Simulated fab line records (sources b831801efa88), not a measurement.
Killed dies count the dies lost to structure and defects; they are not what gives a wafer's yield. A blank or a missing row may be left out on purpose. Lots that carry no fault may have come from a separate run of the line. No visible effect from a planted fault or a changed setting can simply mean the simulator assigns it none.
The tool behind it: which one? :: flow gf180mcu :: 12 lots, 36 wafers sampled, at 7 steps of a route of 602

== WHAT THE GAUGES READ, wafer by wafer ==
GF_CONTACT_BOW_MEAS_05.
lot: L655
measured: day 15 09:52
on: filmMetro-03
CONTACT_BOW (um): 69 55 73

lot: L657
measured: day 15 20:10
on: filmMetro-01
CONTACT_BOW (um): 64 66 73

lot: L659
measured: day 16 13:32
on: filmMetro-03
CONTACT_BOW (um): 73 65 73

lot: L660
measured: day 16 23:24
on: filmMetro-03
CONTACT_BOW (um): 63 70 70

lot: L662
measured: day 17 18:16
on: filmMetro-01
CONTACT_BOW (um): 67 61 76

lot: L664
measured: day 18 03:53
on: filmMetro-01
CONTACT_BOW (um): 84 63 68

lot: L665
measured: day 18 18:20
on: filmMetro-01
CONTACT_BOW (um): 61 67 61

lot: L667
measured: day 19 08:08
on: filmMetro-04
CONTACT_BOW (um): 72 51 70

lot: L668
measured: day 20 00:22
on: filmMetro-04
CONTACT_BOW (um): 60 60 58

lot: L670
measured: day 20 14:59
on: filmMetro-03
CONTACT_BOW (um): 64 56 63

lot: L671
measured: day 20 21:01
on: filmMetro-03
CONTACT_BOW (um): 61 68 67

lot: L677
measured: day 23 05:38
on: filmMetro-03
CONTACT_BOW (um): 57 63 68

GF_CONTACT_RS_MEAS_25: measurement is done with a four-point probe.
lot: L655
measured: day 16 08:13
on: filmMetro-04
CONTACT_W_RS (ohm/sq): 0.384 0.386 0.385

lot: L657
measured: day 16 19:10
on: filmMetro-01
CONTACT_W_RS (ohm/sq): 0.379 0.386 0.386

lot: L659
measured: day 17 14:16
on: filmMetro-01
CONTACT_W_RS (ohm/sq): 0.391 0.385 0.388

lot: L660
measured: day 17 23:47
on: filmMetro-04
CONTACT_W_RS (ohm/sq): 0.372 0.378 0.382

lot: L662
measured: day 18 19:25
on: filmMetro-01
CONTACT_W_RS (ohm/sq): 0.387 0.373 0.374

lot: L664
measured: day 19 05:31
on: filmMetro-03
CONTACT_W_RS (ohm/sq): 0.370 0.369 0.374

lot: L665
measured: day 19 20:22
on: filmMetro-04
CONTACT_W_RS (ohm/sq): 0.375 0.371 0.373

lot: L667
measured: day 20 09:41
on: filmMetro-03
CONTACT_W_RS (ohm/sq): 0.380 0.456 0.372

lot: L668
measured: day 21 01:15
on: filmMetro-01
CONTACT_W_RS (ohm/sq): 0.373 0.450 0.373

lot: L670
measured: day 21 16:16
on: filmMetro-04
CONTACT_W_RS (ohm/sq): 0.385 0.387 0.385

lot: L671
measured: day 21 21:41
on: filmMetro-04
CONTACT_W_RS (ohm/sq): 0.388 0.388 0.383

lot: L677
measured: day 24 05:24
on: filmMetro-03
CONTACT_W_RS (ohm/sq): 0.388 0.384 0.383

GF_CONTACT_THK_MEAS_26: measures by xrf.
lot: L655
measured: day 16 08:19
on: filmMetro-04
CONTACT_W_THK (nm): 302 302 302

lot: L657
measured: day 16 19:16
on: filmMetro-01
CONTACT_W_THK (nm): 303 299 299

lot: L659
measured: day 17 14:23
on: filmMetro-01
CONTACT_W_THK (nm): 296 300 298

lot: L660
measured: day 17 23:54
on: filmMetro-04
CONTACT_W_THK (nm): 313 308 304

lot: L662
measured: day 18 19:32
on: filmMetro-01
CONTACT_W_THK (nm): 297 308 308

lot: L664
measured: day 19 05:36
on: filmMetro-03
CONTACT_W_THK (nm): 309 310 306

lot: L665
measured: day 19 20:29
on: filmMetro-04
CONTACT_W_THK (nm): 310 314 310

lot: L667
measured: day 20 09:47
on: filmMetro-03
CONTACT_W_THK (nm): 305 253 312

lot: L668
measured: day 21 01:22
on: filmMetro-01
CONTACT_W_THK (nm): 309 256 309

lot: L670
measured: day 21 16:22
on: filmMetro-04
CONTACT_W_THK (nm): 304 302 303

lot: L671
measured: day 21 21:49
on: filmMetro-04
CONTACT_W_THK (nm): 301 300 304

lot: L677
measured: day 24 05:31
on: filmMetro-03
CONTACT_W_THK (nm): 295 296 298

GF_M1_THK_MEAS_06: measures by xrf.
lot: L655
measured: day 16 09:01
on: filmMetro-01
M1_ALCU_THK (nm): 451 453 450

lot: L657
measured: day 16 20:08
on: filmMetro-04
M1_ALCU_THK (nm): 448 451 447

lot: L659
measured: day 17 15:06
on: filmMetro-01
M1_ALCU_THK (nm): 446 450 448

lot: L660
measured: day 18 00:36
on: filmMetro-02
M1_ALCU_THK (nm): 451 448 450

lot: L662
measured: day 18 20:14
on: filmMetro-02
M1_ALCU_THK (nm): 444 444 442

lot: L664
measured: day 19 06:18
on: filmMetro-02
M1_ALCU_THK (nm): 446 438 438

lot: L665
measured: day 19 21:11
on: filmMetro-02
M1_ALCU_THK (nm): 446 442 446

lot: L667
measured: day 20 10:29
on: filmMetro-02
M1_ALCU_THK (nm): 442 444 445

lot: L668
measured: day 21 02:04
on: filmMetro-04
M1_ALCU_THK (nm): 453 451 448

lot: L670
measured: day 21 17:04
on: filmMetro-02
M1_ALCU_THK (nm): 446 443 452

lot: L671
measured: day 21 22:31
on: filmMetro-02
M1_ALCU_THK (nm): 440 438 437

lot: L677
measured: day 24 06:13
on: filmMetro-01
M1_ALCU_THK (nm): 454 446 455

== TOOL THAT RAN EACH LOT (tool first, then ch and the chambers of the sampled wafers, then the start) ==
lot: L655
GF_CONTACT_CVD_24: cvdW-01 ch 0,1, day 16 08:05
GF_CONTACT_CMP_27: cmp-02 ch 0,1, day 16 08:25
GF_M1_SPUTTER_00: pvdSputter-01, day 16 08:40

lot: L657
GF_CONTACT_CVD_24: cvdW-01 ch 0,1, day 16 19:02
GF_CONTACT_CMP_27: cmp-02 ch 1,2, day 16 19:32
GF_M1_SPUTTER_00: pvdSputter-01, day 16 19:47

lot: L659
GF_CONTACT_CVD_24: cvdW-01 ch 0, day 17 14:04
GF_CONTACT_CMP_27: cmp-01 ch 0,1,3, day 17 14:30
GF_M1_SPUTTER_00: pvdSputter-01, day 17 14:45

lot: L660
GF_CONTACT_CVD_24: cvdW-02 ch 0,1, day 17 23:41
GF_CONTACT_CMP_27: cmp-01 ch 0,1,3, day 17 23:58
GF_M1_SPUTTER_00: pvdSputter-01, day 18 00:16

lot: L662
GF_CONTACT_CVD_24: cvdW-02 ch 0,1, day 18 19:18
GF_CONTACT_CMP_27: cmp-01 ch 0,1,2, day 18 19:38
GF_M1_SPUTTER_00: pvdSputter-02, day 18 19:53

lot: L664
GF_CONTACT_CVD_24: cvdW-02 ch 0,1, day 19 05:23
GF_CONTACT_CMP_27: cmp-02 ch 0,3, day 19 05:38
GF_M1_SPUTTER_00: pvdSputter-01, day 19 05:56

lot: L665
GF_CONTACT_CVD_24: cvdW-02 ch 0, day 19 20:10
GF_CONTACT_CMP_27: cmp-01 ch 0,1,2, day 19 20:32
GF_M1_SPUTTER_00: pvdSputter-01, day 19 20:50

lot: L667
GF_CONTACT_CVD_24: cvdW-02 ch 0,1, day 20 09:34
GF_CONTACT_CMP_27: cmp-02 ch 0,2,3, day 20 09:59
GF_M1_SPUTTER_00: pvdSputter-04, day 20 10:08

lot: L668
GF_CONTACT_CVD_24: cvdW-02 ch 0,1, day 21 01:09
GF_CONTACT_CMP_27: cmp-01 ch 0,1,3, day 21 01:26
GF_M1_SPUTTER_00: pvdSputter-01, day 21 01:44

lot: L670
GF_CONTACT_CVD_24: cvdW-01 ch 0,1, day 21 16:10
GF_CONTACT_CMP_27: cmp-01 ch 0,1,2, day 21 16:25
GF_M1_SPUTTER_00: pvdSputter-04, day 21 16:43

lot: L671
GF_CONTACT_CVD_24: cvdW-01 ch 0,1, day 21 21:35
GF_CONTACT_CMP_27: cmp-01 ch 2,3, day 21 21:55
GF_M1_SPUTTER_00: pvdSputter-04, day 21 22:10

lot: L677
GF_CONTACT_CVD_24: cvdW-01 ch 0,1, day 24 05:17
GF_CONTACT_CMP_27: cmp-02 ch 0,1,3, day 24 05:37
GF_M1_SPUTTER_00: pvdSputter-04, day 24 05:52
- GF_CONTACT_CVD_24: deposits W, target thk 300 nm, time 90.339 s.
- GF_CONTACT_CMP_27: polishes, stops on SiO2, t overpolish 15 s, target thk 0 nm.
- GF_M1_SPUTTER_00: material Ti, target thk 37.5 nm, time 150 s.

== AS READ BY THE TOOLS THEMSELVES (means over the sampled wafers that have a number; for cases with no such wafer, the mark the record gives instead) ==
GF_CONTACT_CVD_24.
lot: L655
tool: cvdW-01
heaterPowerW (W): 826
susceptorTempC (C): 399.96

lot: L657
tool: cvdW-01
heaterPowerW (W): 856
susceptorTempC (C): 399.95

lot: L659
tool: cvdW-01
heaterPowerW (W): 940
susceptorTempC (C): 400.07

lot: L660
tool: cvdW-02
heaterPowerW (W): 896
susceptorTempC (C): 399.90

lot: L662
tool: cvdW-02
heaterPowerW (W): 873
susceptorTempC (C): 399.87

lot: L664
tool: cvdW-02
heaterPowerW (W): 878
susceptorTempC (C): 400.25

lot: L665
tool: cvdW-02
heaterPowerW (W): 863
susceptorTempC (C): 399.93

lot: L667
tool: cvdW-02
heaterPowerW (W): 871
susceptorTempC (C): 400.00

lot: L668
tool: cvdW-02
heaterPowerW (W): 878
susceptorTempC (C): 399.85

lot: L670
tool: cvdW-01
heaterPowerW (W): 809
susceptorTempC (C): 400.21

lot: L671
tool: cvdW-01
heaterPowerW (W): 875
susceptorTempC (C): 400.00

lot: L677
tool: cvdW-01
heaterPowerW (W): 876
susceptorTempC (C): 400.02

GF_CONTACT_CMP_27.
lot: L655
tool: cmp-02
motorCurrentA (A): 10.8
slurryFilterDpKPa (kPa): 13.49
slurryFlowMlMin: 150.4
timeToEndpointS (s): 71.5

lot: L657
tool: cmp-02
motorCurrentA (A): 10.9
slurryFilterDpKPa (kPa): 13.57
slurryFlowMlMin: 150.4
timeToEndpointS (s): 72.2

lot: L659
tool: cmp-01
motorCurrentA (A): 10.0
slurryFilterDpKPa (kPa): 13.55
slurryFlowMlMin: 149.9
timeToEndpointS (s): 71.8

lot: L660
tool: cmp-01
motorCurrentA (A): 9.8
slurryFilterDpKPa (kPa): 13.31
slurryFlowMlMin: 150.1
timeToEndpointS (s): 76.0

lot: L662
tool: cmp-01
motorCurrentA (A): 10.5
slurryFilterDpKPa (kPa): 13.58
slurryFlowMlMin: 150.3
timeToEndpointS (s): 73.3

lot: L664
tool: cmp-02
motorCurrentA (A): 12.4
slurryFilterDpKPa (kPa): 13.48
slurryFlowMlMin: 150.7
timeToEndpointS (s): 72.4

lot: L665
tool: cmp-01
motorCurrentA (A): 10.7
slurryFilterDpKPa (kPa): 13.68
slurryFlowMlMin: 150.0
timeToEndpointS (s): 72.8

lot: L667
tool: cmp-02
motorCurrentA (A): 12.1
slurryFilterDpKPa (kPa): 13.57
slurryFlowMlMin: 150.3
timeToEndpointS (s): 69.4

lot: L668
tool: cmp-01
motorCurrentA (A): 10.1
slurryFilterDpKPa (kPa): 13.41
slurryFlowMlMin: 150.3
timeToEndpointS (s): 71.3

lot: L670
tool: cmp-01
motorCurrentA (A): 10.5
slurryFilterDpKPa (kPa): 13.51
slurryFlowMlMin: 150.1
timeToEndpointS (s): 74.0

lot: L671
tool: cmp-01
motorCurrentA (A): 11.4
slurryFilterDpKPa (kPa): 13.52
slurryFlowMlMin: 149.8
timeToEndpointS (s): 76.5

lot: L677
tool: cmp-02
motorCurrentA (A): 10.9
slurryFilterDpKPa (kPa): 13.53
slurryFlowMlMin: 150.5
timeToEndpointS (s): 71.5

GF_M1_SPUTTER_00.
lot: L655
tool: pvdSputter-01
throttleValvePct (%): 30.1

lot: L657
tool: pvdSputter-01
throttleValvePct (%): 31.0

lot: L659
tool: pvdSputter-01
throttleValvePct (%): 30.6

lot: L660
tool: pvdSputter-01
throttleValvePct (%): 31.3

lot: L662
tool: pvdSputter-02
throttleValvePct (%): 29.7

lot: L664
tool: pvdSputter-01
throttleValvePct (%): 30.2

lot: L665
tool: pvdSputter-01
throttleValvePct (%): 30.0

lot: L667
tool: pvdSputter-04
throttleValvePct (%): 29.3

lot: L668
tool: pvdSputter-01
throttleValvePct (%): 30.5

lot: L670
tool: pvdSputter-04
throttleValvePct (%): 29.2

lot: L671
tool: pvdSputter-04
throttleValvePct (%): 29.0

lot: L677
tool: pvdSputter-04
throttleValvePct (%): 29.2

== THE ANSWER, worked out from the rows above alone ==
Rule: what is usual is taken from the lots themselves. Put in order of their means at a reading, lots are off if they are a third of the lots or fewer, leave a main group of 4 or more, and stand apart from it by a gap of 3 or more times the standard deviation of the main group's means; of several such gaps the widest counts. A main group is skipped when, at the precision printed for the reading in the tables above, its means are all equal. Also off: a lot with no number at a reading for which 4 or more lots have one. Any other lot the step has rows for is counted as sound. The gauges are gone through in route order, then the tools' own readings, and for those a lot's mean is taken as printed above. The first step at which some lot is off is used, and at that step the reading that is off furthest; a lot without a number counts as furthest.
Nothing can be told from this: no lot is off at any reading shown.

== WHAT THE SIMULATOR HAD PUT IN ==
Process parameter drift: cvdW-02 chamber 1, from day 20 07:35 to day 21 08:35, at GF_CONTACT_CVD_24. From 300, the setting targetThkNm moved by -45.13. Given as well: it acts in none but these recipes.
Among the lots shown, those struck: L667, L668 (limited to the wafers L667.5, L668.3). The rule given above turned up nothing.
